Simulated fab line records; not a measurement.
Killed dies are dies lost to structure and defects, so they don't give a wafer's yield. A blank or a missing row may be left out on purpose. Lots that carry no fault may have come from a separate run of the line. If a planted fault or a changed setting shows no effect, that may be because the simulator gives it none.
2 desks looking at one fault ; flow sky130 ; numbers are kept per desk, each desk with only its own; the story behind them comes last

## AT THE METROLOGY DESK
Lot by lot, what the gauges showed, no matter which tool ran the lot: averages of those sampled wafers that carry a number. If a lot's mean is further than 4 standard deviations from the usual mean, the lot is out of limits and carries the mark OUT (the distance appears in the brackets).
Columns: A = POLY_GATE_CVD_00_THK at SKY_POLY_GATE_THK_MEAS_01, usual 180.0 nm
lot;first seen here;A
L544;day 13 23:04;180.8
L546;day 14 12:40;179.9
L549;day 16 19:17;180.6
L554;day 17 21:23;180.4
L555;day 18 04:20;181.6
L556;day 18 16:55;179.6
L562;day 20 15:02;179.2
L563;day 20 19:23;179.5
L564;day 21 01:37;180.4
L565;day 21 12:12;177.9
L567;day 22 00:37;180.8
Finding of this desk: none of the 11 lots has anything out of limits.

## THE TOOL OWNER'S DESK: plasma-asher-02
The tool's own readings at SKY_METAL5_STRIP_16 (strips in O2/N2): means of the sampled wafers that have a number, for each lot that ran on this tool. If a lot's mean is further than 4 standard deviations from the usual mean, the lot is out of limits and carries the mark OUT (the distance appears in the brackets).
Columns: A = chamber-pressure-mTorr at SKY_METAL5_STRIP_16, usual 1500.2 mTorr; B = drypump-motor-current-A at SKY_METAL5_STRIP_16, usual 5.6 A; C = oes-product-au at SKY_METAL5_STRIP_16, usual 0.710 a.u.; D = strip-time-to-endpoint-s at SKY_METAL5_STRIP_16, usual 13.10 s
lot;first seen here;A;B;C;D
L544;day 43 14:39;1500.5;5.8;0.707;13.15
L549;day 46 05:58;1499.7;5.9;0.712;13.15
L563;day 48 21:20;1501.4;5.8;0.711;13.07
L565;day 49 01:24;1500.4;5.8;0.712;13.20
Finding of this desk: none of the 4 lots has anything out of limits.

## ALL TOGETHER
From the metrology desk's view, nothing was out of limits.
The desk of the tool owner found nothing out of limits.

## WHAT WAS PUT IN BY THE SIMULATOR
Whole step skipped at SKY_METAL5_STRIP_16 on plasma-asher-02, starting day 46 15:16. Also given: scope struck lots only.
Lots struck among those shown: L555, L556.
